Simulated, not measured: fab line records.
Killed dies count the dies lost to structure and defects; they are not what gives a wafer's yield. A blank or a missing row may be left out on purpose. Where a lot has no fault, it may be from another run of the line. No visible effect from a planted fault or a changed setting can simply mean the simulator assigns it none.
Which tool was responsible? || flow gf180mcu || Sampling: 13 lots, 38 wafers, 5 of 602 route steps

== WHAT THE GAUGES SHOWED, per wafer ==
GF_V1_THK_MEAS_01. Usual: for V1_CVD_00_THK the level is 598 nm and the standard deviation is 6.
{"lot": "L344", "measured": "day 18 14:26", "on": "film metro-04", "V1_CVD_00_THK (nm)": "598 593 601", "flag": ""}
{"lot": "L345", "measured": "day 19 00:32", "on": "film metro-01", "V1_CVD_00_THK (nm)": "599 599 601", "flag": ""}
{"lot": "L346", "measured": "day 19 12:24", "on": "film metro-04", "V1_CVD_00_THK (nm)": "602 601 605", "flag": ""}
{"lot": "L348", "measured": "day 20 03:19", "on": "film metro-02", "V1_CVD_00_THK (nm)": "596 592 603", "flag": ""}
{"lot": "L349", "measured": "day 20 12:14", "on": "film metro-04", "V1_CVD_00_THK (nm)": "598 590 587", "flag": ""}
{"lot": "L350", "measured": "day 21 01:20", "on": "film metro-02", "V1_CVD_00_THK (nm)": "605 599 590", "flag": ""}
{"lot": "L351", "measured": "day 21 12:52", "on": "film metro-02", "V1_CVD_00_THK (nm)": "482 479 470 481 479 469", "flag": "OFF"}
{"lot": "L352", "measured": "day 21 18:48", "on": "film metro-01", "V1_CVD_00_THK (nm)": "467 483 469 467 483 468", "flag": "OFF"}
{"lot": "L353", "measured": "day 21 22:53", "on": "film metro-01", "V1_CVD_00_THK (nm)": "479 472 475 478 473 476", "flag": "OFF"}
{"lot": "L356", "measured": "day 22 18:05", "on": "film metro-01", "V1_CVD_00_THK (nm)": "593 598 597", "flag": ""}
{"lot": "L361", "measured": "day 24 11:54", "on": "film metro-01", "V1_CVD_00_THK (nm)": "601 603 590", "flag": ""}
{"lot": "L362", "measured": "day 24 22:25", "on": "film metro-04", "V1_CVD_00_THK (nm)": "591 591", "flag": ""}
{"lot": "L363", "measured": "day 25 05:08", "on": "film metro-04", "V1_CVD_00_THK (nm)": "597 595 594", "flag": ""}

GF_V1_BOW_MEAS_05. Usual: for V1_BOW the level is 85 um and the standard deviation is 8.2.
{"lot": "L344", "measured": "day 18 14:55", "on": "film metro-04", "V1_BOW (um)": "97 99 78", "flag": ""}
{"lot": "L345", "measured": "day 19 01:01", "on": "film metro-02", "V1_BOW (um)": "91 84 84", "flag": ""}
{"lot": "L346", "measured": "day 19 13:00", "on": "film metro-04", "V1_BOW (um)": "77 87 84", "flag": ""}
{"lot": "L348", "measured": "day 20 03:49", "on": "film metro-04", "V1_BOW (um)": "83 75 85", "flag": ""}
{"lot": "L349", "measured": "day 20 12:46", "on": "film metro-01", "V1_BOW (um)": "95 89 88", "flag": ""}
{"lot": "L350", "measured": "day 21 01:50", "on": "film metro-04", "V1_BOW (um)": "74 79 70", "flag": ""}
{"lot": "L351", "measured": "day 21 23:58", "on": "film metro-02", "V1_BOW (um)": "82 86 81", "flag": ""}
{"lot": "L352", "measured": "day 21 22:56", "on": "film metro-04", "V1_BOW (um)": "96 92 84", "flag": ""}
{"lot": "L353", "measured": "day 22 03:45", "on": "film metro-02", "V1_BOW (um)": "87 83 91", "flag": ""}
{"lot": "L356", "measured": "day 22 18:35", "on": "film metro-04", "V1_BOW (um)": "92 94 84", "flag": ""}
{"lot": "L361", "measured": "day 24 12:28", "on": "film metro-01", "V1_BOW (um)": "84 83 79", "flag": ""}
{"lot": "L362", "measured": "day 24 22:56", "on": "film metro-04", "V1_BOW (um)": "89 84", "flag": ""}
{"lot": "L363", "measured": "day 25 05:38", "on": "film metro-04", "V1_BOW (um)": "82 92 75", "flag": ""}

== EACH LOT AND THE TOOL THAT RAN IT (in order: tool; ch and the chambers of the sampled wafers; start) ==
{"lot": "L344", "GF_CONTACT_CVD_24": "cvd w-01 ch 0,1, day 17 14:04", "GF_M1_SPUTTER_02": "pvd sputter-04, day 17 14:46", "GF_V1_CVD_00": "hdpcvd-01 ch 0,2, day 18 14:20"}
{"lot": "L345", "GF_CONTACT_CVD_24": "cvd w-02 ch 0,1, day 17 22:37", "GF_M1_SPUTTER_02": "pvd sputter-01, day 17 23:20", "GF_V1_CVD_00": "hdpcvd-01 ch 0,2, day 19 00:27"}
{"lot": "L346", "GF_CONTACT_CVD_24": "cvd w-01 ch 0,1, day 18 09:43", "GF_M1_SPUTTER_02": "pvd sputter-01, day 18 10:39", "GF_V1_CVD_00": "hdpcvd-02 ch 0,1,2, day 19 12:20"}
{"lot": "L348", "GF_CONTACT_CVD_24": "cvd w-01 ch 0, day 19 02:07", "GF_M1_SPUTTER_02": "pvd sputter-02, day 19 02:50", "GF_V1_CVD_00": "hdpcvd-02 ch 1,2, day 20 03:14"}
{"lot": "L349", "GF_CONTACT_CVD_24": "cvd w-02 ch 0,1, day 19 11:17", "GF_M1_SPUTTER_02": "pvd sputter-04, day 19 12:01", "GF_V1_CVD_00": "hdpcvd-02 ch 0,1,2, day 20 12:10"}
{"lot": "L350", "GF_CONTACT_CVD_24": "cvd w-02 ch 1, day 19 23:31", "GF_M1_SPUTTER_02": "pvd sputter-01, day 20 00:14", "GF_V1_CVD_00": "hdpcvd-02 ch 0,1,2, day 21 01:15"}
{"lot": "L351", "GF_CONTACT_CVD_24": "cvd w-02 ch 0, day 20 10:49", "GF_M1_SPUTTER_02": "pvd sputter-04, day 20 11:37", "GF_V1_CVD_00": "hdpcvd-02 ch 1,2, day 21 12:47"}
{"lot": "L352", "GF_CONTACT_CVD_24": "cvd w-01 ch 0,1, day 20 16:37", "GF_M1_SPUTTER_02": "pvd sputter-02, day 20 17:20", "GF_V1_CVD_00": "hdpcvd-02 ch 1,2, day 21 18:44"}
{"lot": "L353", "GF_CONTACT_CVD_24": "cvd w-02 ch 0, day 20 21:12", "GF_M1_SPUTTER_02": "pvd sputter-01, day 20 21:59", "GF_V1_CVD_00": "hdpcvd-02 ch 0,2, day 21 22:49"}
{"lot": "L356", "GF_CONTACT_CVD_24": "cvd w-01 ch 0,1, day 21 16:54", "GF_M1_SPUTTER_02": "pvd sputter-02, day 21 17:37", "GF_V1_CVD_00": "hdpcvd-01 ch 0,1,2, day 22 18:01"}
{"lot": "L361", "GF_CONTACT_CVD_24": "cvd w-02 ch 0,1, day 23 11:23", "GF_M1_SPUTTER_02": "pvd sputter-01, day 23 12:04", "GF_V1_CVD_00": "hdpcvd-01 ch 0,1, day 24 11:49"}
{"lot": "L362", "GF_CONTACT_CVD_24": "cvd w-01 ch 0,1, day 23 22:56", "GF_M1_SPUTTER_02": "pvd sputter-04, day 23 23:38", "GF_V1_CVD_00": "hdpcvd-02 ch 1,2, day 24 22:20"}
{"lot": "L363", "GF_CONTACT_CVD_24": "cvd w-01 ch 0,1, day 24 04:43", "GF_M1_SPUTTER_02": "pvd sputter-01, day 24 05:23", "GF_V1_CVD_00": "hdpcvd-02 ch 0,1,2, day 25 05:02"}
- GF_CONTACT_CVD_24: deposits W, target thk 300 nm, time 90.339 s.
- GF_M1_SPUTTER_02: material AlCu, target thk 450 nm, time 23.9 s.
- GF_V1_CVD_00: deposits SiO2, target thk 600 nm, time 100 s.

== AS READ BY THE TOOLS THEMSELVES (means over the sampled wafers that have a number; for cases with no such wafer, the mark the record gives instead) ==
GF_CONTACT_CVD_24. Usual: heater power w reads 764 W (standard deviation 69).
{"lot": "L344", "tool": "cvd w-01", "heater power w (W)": 817, "flag": ""}
{"lot": "L345", "tool": "cvd w-02", "heater power w (W)": 699, "flag": ""}
{"lot": "L346", "tool": "cvd w-01", "heater power w (W)": 839, "flag": ""}
{"lot": "L348", "tool": "cvd w-01", "heater power w (W)": 803, "flag": ""}
{"lot": "L349", "tool": "cvd w-02", "heater power w (W)": 697, "flag": ""}
{"lot": "L350", "tool": "cvd w-02", "heater power w (W)": 688, "flag": ""}
{"lot": "L351", "tool": "cvd w-02", "heater power w (W)": 702, "flag": ""}
{"lot": "L352", "tool": "cvd w-01", "heater power w (W)": 825, "flag": ""}
{"lot": "L353", "tool": "cvd w-02", "heater power w (W)": 724, "flag": ""}
{"lot": "L356", "tool": "cvd w-01", "heater power w (W)": 811, "flag": ""}
{"lot": "L361", "tool": "cvd w-02", "heater power w (W)": 704, "flag": ""}
{"lot": "L362", "tool": "cvd w-01", "heater power w (W)": 834, "flag": ""}
{"lot": "L363", "tool": "cvd w-01", "heater power w (W)": 829, "flag": ""}

GF_M1_SPUTTER_02. Usual: throttle valve pct reads 30.3 % (standard deviation 1.4).
{"lot": "L344", "tool": "pvd sputter-04", "throttle valve pct (%)": 30.9, "flag": ""}
{"lot": "L345", "tool": "pvd sputter-01", "throttle valve pct (%)": 30.8, "flag": ""}
{"lot": "L346", "tool": "pvd sputter-01", "throttle valve pct (%)": 30.7, "flag": ""}
{"lot": "L348", "tool": "pvd sputter-02", "throttle valve pct (%)": 29.6, "flag": ""}
{"lot": "L349", "tool": "pvd sputter-04", "throttle valve pct (%)": 30.4, "flag": ""}
{"lot": "L350", "tool": "pvd sputter-01", "throttle valve pct (%)": 30.7, "flag": ""}
{"lot": "L351", "tool": "pvd sputter-04", "throttle valve pct (%)": 30.4, "flag": ""}
{"lot": "L352", "tool": "pvd sputter-02", "throttle valve pct (%)": 29.6, "flag": ""}
{"lot": "L353", "tool": "pvd sputter-01", "throttle valve pct (%)": 30.6, "flag": ""}
{"lot": "L356", "tool": "pvd sputter-02", "throttle valve pct (%)": 29.5, "flag": ""}
{"lot": "L361", "tool": "pvd sputter-01", "throttle valve pct (%)": 29.8, "flag": ""}
{"lot": "L362", "tool": "pvd sputter-04", "throttle valve pct (%)": 30.7, "flag": ""}
{"lot": "L363", "tool": "pvd sputter-01", "throttle valve pct (%)": 30.0, "flag": ""}

GF_V1_CVD_00. Usual: sih4 flow sccm reads 60.00 sccm (standard deviation 0.18).
{"lot": "L344", "tool": "hdpcvd-01", "sih4 flow sccm (sccm)": 60.11, "flag": ""}
{"lot": "L345", "tool": "hdpcvd-01", "sih4 flow sccm (sccm)": 59.89, "flag": ""}
{"lot": "L346", "tool": "hdpcvd-02", "sih4 flow sccm (sccm)": 59.96, "flag": ""}
{"lot": "L348", "tool": "hdpcvd-02", "sih4 flow sccm (sccm)": 59.89, "flag": ""}
{"lot": "L349", "tool": "hdpcvd-02", "sih4 flow sccm (sccm)": 60.06, "flag": ""}
{"lot": "L350", "tool": "hdpcvd-02", "sih4 flow sccm (sccm)": 59.97, "flag": ""}
{"lot": "L351", "tool": "hdpcvd-02", "sih4 flow sccm (sccm)": 47.88, "flag": "OFF"}
{"lot": "L352", "tool": "hdpcvd-02", "sih4 flow sccm (sccm)": 48.04, "flag": "OFF"}
{"lot": "L353", "tool": "hdpcvd-02", "sih4 flow sccm (sccm)": 48.10, "flag": "OFF"}
{"lot": "L356", "tool": "hdpcvd-01", "sih4 flow sccm (sccm)": 59.83, "flag": ""}
{"lot": "L361", "tool": "hdpcvd-01", "sih4 flow sccm (sccm)": 59.96, "flag": ""}
{"lot": "L362", "tool": "hdpcvd-02", "sih4 flow sccm (sccm)": 60.11, "flag": ""}
{"lot": "L363", "tool": "hdpcvd-02", "sih4 flow sccm (sccm)": 60.14, "flag": ""}

== THE ANSWER, worked out from the rows above alone ==
Rule: a lot counts as off when the mean over its wafers that have a number is more than 3 standard deviations away from the usual mean. A lot without any number at a reading at which 4 lots or more have one is off too. All remaining lots with rows at the step are treated as sound. Order of review: gauges by route order, followed by the tools' own readings, for which a lot's mean as printed above is used. The first step at which some lot is off is used, and at that step the reading that is off furthest; a lot without a number counts as furthest.
Off: L351, L352, L353, seen at GF_V1_THK_MEAS_01 (V1_CVD_00_THK).
If a tool, at a process step before that reading, ran all the lots that are off and no sound lot after the first of them, it fits. Not tried: the gauges at GF_V1_THK_MEAS_01; whatever is off there is also off at GF_V1_CVD_00, on other tools, and gauge error can't account for it. Of those tried, none fits.

== WHAT WAS PUT IN BY THE SIMULATOR ==
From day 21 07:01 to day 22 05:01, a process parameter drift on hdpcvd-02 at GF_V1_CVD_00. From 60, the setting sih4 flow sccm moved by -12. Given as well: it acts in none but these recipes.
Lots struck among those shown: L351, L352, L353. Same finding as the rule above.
